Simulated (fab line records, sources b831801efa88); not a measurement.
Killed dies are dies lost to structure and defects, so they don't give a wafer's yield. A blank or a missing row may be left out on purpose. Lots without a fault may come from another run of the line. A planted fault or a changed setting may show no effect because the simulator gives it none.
One fault seen from 2 desks | flow gf180mcu | each desk has only its own numbers; what lay behind them comes last

THE TOOL OWNER'S DESK: cmp-02
The tool's own readings at GF_V5_CMP_04 (polishes SiO2): means of the sampled wafers that have a number, for each lot that ran on this tool. A lot is out of limits, marked OUT, if its mean lies more than 4 standard deviations from the usual mean; the brackets give that distance.
Columns: A = motor_current_A at GF_V5_CMP_04, usual 11.8 A; B = retaining_ring_pressure_frac at GF_V5_CMP_04, usual 1.000
lot  | first seen here | A    | B
L533 | day 26 07:20    | 11.8 | 0.996
L538 | day 28 02:54    | 11.7 | 0.997
L541 | day 29 01:17    | 11.4 | 1.003
L542 | day 29 04:35    | 11.0 | 1.000
L544 | day 29 22:21    | 11.6 | 1.000
L548 | day 31 00:23    | 11.8 | 1.000
L549 | day 31 01:05    | 11.8 | 1.005
L550 | day 31 05:07    | 12.6 | 0.997
L556 | day 32 18:14    | 11.7 | 0.997
This desk's finding: nothing out of limits on any of the 9 lots.

THE METROLOGY DESK
What the gauges read, lot by lot, whatever tool the lot ran on: means of the sampled wafers that have a number. A lot is out of limits, marked OUT, if its mean lies more than 4 standard deviations from the usual mean; the brackets give that distance.
Columns: A = V5_W_RS at GF_V5_RS_MEAS_24, usual 0.326 ohm/sq
lot  | first seen here | A
L533 | day 27 04:59    | 0.323
L536 | day 27 23:23    | 0.329
L538 | day 28 23:34    | 0.325
L541 | day 29 21:43    | 0.320
L542 | day 30 00:13    | 0.324
L544 | day 30 18:07    | 0.322
L545 | day 30 22:05    | 0.322
L548 | day 31 19:23    | 0.334
L549 | day 31 19:35    | 0.322
L550 | day 31 23:55    | 0.321
L554 | day 33 06:11    | 0.331
L556 | day 33 11:16    | 0.323
This desk's finding: nothing out of limits on any of the 12 lots.

PUT TOGETHER
The tool owner's desk saw nothing out of limits.
The metrology desk saw nothing out of limits.

WHAT THE SIMULATOR HAD PUT IN
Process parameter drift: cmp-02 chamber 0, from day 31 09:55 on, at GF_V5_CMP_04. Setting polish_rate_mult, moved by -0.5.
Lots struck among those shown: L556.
